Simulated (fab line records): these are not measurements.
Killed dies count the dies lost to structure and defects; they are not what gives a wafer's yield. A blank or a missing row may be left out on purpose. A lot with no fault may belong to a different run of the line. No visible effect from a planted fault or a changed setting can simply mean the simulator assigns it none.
Which of the tools did it?	flow gf180mcu	route of 602 steps, sampled at 1 step: 12 lots, 36 wafers

WHAT THE GAUGES SHOWED, per wafer
GF_M4_OVL_MEAS_15. Usual: M4_OVL gives 3 nm (standard deviation 4.6).
lot	measured	on	M4_OVL (nm)	flag
L897	day 23 05:31	overlay-02	-1 -3 1	
L900	day 24 10:14	overlay-02	2 4 5	
L902	day 25 04:08	overlay-02	-4 7 3	
L904	day 25 20:38	overlay-02	2 -2 7	
L905	day 26 03:40	overlay-01	1 -1 9	
L910	day 27 21:02	overlay-01	5 7 7	
L912	day 28 11:42	overlay-02	-2 1 4	
L913	day 28 15:36	overlay-02	5 4 -1	
L914	day 29 00:40	overlay-02	6 -5 4	
L916	day 29 11:11	overlay-02	10 1 1	
L917	day 29 20:47	overlay-02	3 6 1	
L918	day 29 21:50	overlay-02	0 -10 1	

WHAT TOOL EACH LOT RAN ON (gives the tool, then ch and the chambers of the sampled wafers, and finally the start)
No process step before these readings appears in the record.

WHAT THE TOOLS THEMSELVES READ (means of the sampled wafers that have a number; where no wafer has one, the mark that the record gives instead)
The record holds no such reading with a usual standard deviation.

THE ANSWER, worked out from the rows above alone
Rule: a lot is off if the mean of its wafers that have a number lies more than 3 standard deviations from the usual mean. Also off: a lot with no number at a reading for which 4 or more lots have one. Any other lot the step has rows for is counted as sound. The gauges are gone through in route order, then the tools' own readings, and for those a lot's mean is taken as printed above. At the first step where some lot is off, the reading lying furthest off is the one used; lots without a number count as furthest.
None of the lots is off at any reading shown; this tells nothing.

WHAT WAS PUT IN BY THE SIMULATOR
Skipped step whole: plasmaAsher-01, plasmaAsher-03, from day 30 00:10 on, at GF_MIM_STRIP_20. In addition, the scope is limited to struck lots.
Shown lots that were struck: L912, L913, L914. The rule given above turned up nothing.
